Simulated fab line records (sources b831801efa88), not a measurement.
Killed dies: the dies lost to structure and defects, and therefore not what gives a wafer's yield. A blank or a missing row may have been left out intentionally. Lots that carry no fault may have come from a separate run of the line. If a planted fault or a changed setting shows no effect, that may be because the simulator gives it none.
One fault through the eyes of 2 desks ; flow sky130 ; every desk sees just its own numbers, and what lay behind them comes last

## METROLOGY DESK
Lot by lot, what the gauges showed, no matter which tool ran the lot: averages of those sampled wafers that carry a number. A lot is out of limits, marked OUT, if its mean lies more than 4 standard deviations from the usual mean; the brackets give that distance.
Columns: A = LI_CONTACT_W_THK at SKY_LI_CONTACT_THK_MEAS_23, usual 405 nm
lot;first seen here;A
L724;day 29 09:49;408
L726;day 30 02:55;401
L728;day 30 10:47;413
L729;day 31 07:46;411
L731;day 31 22:20;401
L732;day 32 03:05;408
L737;day 33 16:14;409
L738;day 34 01:53;408
L740;day 34 17:56;423
L741;day 35 08:43;406
L742;day 35 09:40;416
L743;day 35 10:19;399
L744;day 35 16:14;403
L747;day 36 18:52;399
Finding of this desk: none of the 14 lots has anything out of limits.

## THE TOOL OWNER'S DESK: wet_bench-01
The tool's own readings at SKY_FIELD_ISO_WET_ETCH_29 (etches Si3N4 in H3PO4, target depth 160 nm, time 1825 s): means of the sampled wafers that have a number, for each lot that ran on this tool. A lot is out of limits, marked OUT, if its mean lies more than 4 standard deviations from the usual mean; the brackets give that distance.
Columns: A = bath_guard_temp_C at SKY_FIELD_ISO_WET_ETCH_29, usual 160.0 C; B = bath_heat_duty_pct at SKY_FIELD_ISO_WET_ETCH_29, usual 27.9 %
lot;first seen here;A;B
L729;day 3 13:08;160.4;28.4
L732;day 4 03:41;160.8;25.5
L737;day 5 03:37;160.3;28.1
Finding of this desk: none of the 3 lots has anything out of limits.

## ALL TOGETHER
From the metrology desk's view, nothing was out of limits.
The desk of the tool owner found nothing out of limits.

## WHAT THE SIMULATOR HAD PUT IN
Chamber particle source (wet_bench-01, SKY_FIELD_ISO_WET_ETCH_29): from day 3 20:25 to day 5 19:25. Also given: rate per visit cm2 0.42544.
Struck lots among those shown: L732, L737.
